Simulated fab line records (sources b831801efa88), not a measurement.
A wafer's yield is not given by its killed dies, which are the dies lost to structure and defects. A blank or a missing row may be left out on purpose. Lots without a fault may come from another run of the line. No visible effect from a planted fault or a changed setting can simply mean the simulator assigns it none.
The tool behind it: which one?    flow sky130    11 lots (33 wafers sampled), 1 step of a 708-step route

## WHAT EACH GAUGE READ, for each wafer
SKY_VIA3_OVL_MEAS_13. Usual: VIA3_OVL 5 nm, standard deviation 6.3.
lot   measured      on          VIA3_OVL (nm)  flag
L158  day 39 15:25  overlay-02  3 4 -2         
L159  day 40 07:10  overlay-02  -3 2 2         
L160  day 40 12:07  overlay-02  9 4 1          
L161  day 40 16:19  overlay-01  7 12 16        
L165  day 41 14:58  overlay-01  3 7 1          
L170  day 42 23:22  overlay-01  7 6 10         
L176  day 44 16:42  overlay-02  -1 3 4         
L177  day 44 19:28  overlay-01  10 14 9        
L179  day 45 14:16  overlay-01  10 -1 3        
L180  day 45 16:19  overlay-01  7 8 1          
L181  day 46 00:45  overlay-01  7 10 -2        

## TOOL THAT RAN EACH LOT (tool first, then ch and the chambers of the sampled wafers, then the start)
Record: no process step prior to these readings.

## AS READ BY THE TOOLS THEMSELVES (means over the sampled wafers that have a number; for cases with no such wafer, the mark the record gives instead)
The record holds no such reading with a usual standard deviation.

## THE ANSWER, worked out from the rows above alone
Rule: take the mean of a lot's wafers that have a number; if it is more than 3 standard deviations from the usual mean, the lot is off. Also off: a lot with no number at a reading for which 4 or more lots have one. All remaining lots with rows at the step are treated as sound. After the gauges, taken in route order, come the tools' own readings; for these a lot's mean is taken, as printed above. At the first step where some lot is off, the reading lying furthest off is the one used; lots without a number count as furthest.
No lot is off at any reading shown: from this, nothing can be told.

## WHAT THE SIMULATOR HAD PUT IN
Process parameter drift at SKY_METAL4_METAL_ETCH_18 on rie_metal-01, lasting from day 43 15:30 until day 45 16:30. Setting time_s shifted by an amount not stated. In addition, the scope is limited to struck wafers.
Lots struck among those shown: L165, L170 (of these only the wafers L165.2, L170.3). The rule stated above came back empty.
